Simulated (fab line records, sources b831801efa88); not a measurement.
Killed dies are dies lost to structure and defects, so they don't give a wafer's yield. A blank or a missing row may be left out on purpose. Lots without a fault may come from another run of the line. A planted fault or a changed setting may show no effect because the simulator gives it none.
Chamber matching | flow sky130 | SKY_FIELD_ISO_CMP_27 on cmp-02: 4 sister chambers
The step polishes, stops on Si3N4, t overpolish 16 s, target thk 457.8 nm. 8 wafers are shown with their chamber, then 12 later ones without.

WAFERS WITH THEIR CHAMBER
wafer  | chamber | motor_current_A (A) | overpolish_run_s (s)
L083.5 | 1       | 11.8                | 15.990
L084.6 | 2       | 13.0                | 15.995
L084.3 | 1       | 11.1                | 16.017
L087.3 | 2       | 13.8                | 15.982
L089.6 | 3       | 11.8                | 16.000
L091.3 | 3       | 12.1                | 15.992
L091.4 | 0       | 11.9                | 16.009
L091.6 | 0       | 12.4                | 16.001

WAFERS WITHOUT THEIR CHAMBER
wafer  | motor_current_A (A) | overpolish_run_s (s)
L092.1 | 11.9                | 15.990
L092.4 | 11.9                | 16.010
L092.5 | 12.2                | 15.996
L093.2 | 12.2                | 15.991
L093.5 | 11.9                | 15.993
L093.6 | 11.6                | 15.995
L095.1 | 11.7                | 16.006
L095.4 | 12.2                | 16.002
L095.6 | 13.4                | 15.981
L095.2 | 11.5                | 16.002
L095.3 | 12.5                | 15.996
L095.5 | 11.6                | 15.981

WHICH CHAMBER EACH WENT THROUGH
wafer  | from the rows above               | in truth
L092.1 | can't be placed: 3 or 0 or 1      | 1
L092.4 | can't be placed: 0 or 1 or 3      | 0
L092.5 | can't be placed: 3 or 0 or 1      | 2
L093.2 | can't be placed: 3 or 0 or 1      | 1
L093.5 | can't be placed: 3 or 0 or 1      | 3
L093.6 | can't be placed: 3 or 1 or 0      | 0
L095.1 | can't be placed: 1 or 0 or 3      | 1
L095.4 | can't be placed: 0 or 3 or 1      | 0
L095.6 | 2                                 | 2
L095.2 | can't be placed: 1 or 3 or 0      | 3
L095.3 | can't be placed: 0 or 3 or 2 or 1 | 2
L095.5 | can't be placed: 3 or 1 or 0      | 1
Placed correctly: 1 of 12. Can't be placed from these rows: 11 (the true chamber is among the candidates in 10). Placed wrongly: 0.
How it was worked out, from the rows above alone: a wafer's distance from a chamber is the root of the sum, over the readings, of the square of ((its reading less the chamber's mean) divided by the reading's scatter). The wafer belongs to the nearest chamber; if the next one is less than 2 further off, it can't be placed. A chamber's mean is the mean of its shown wafers. The scatter: the root of (the sum of the squares of (reading less its chamber's mean) over the shown wafers, divided by (wafers less chambers)).
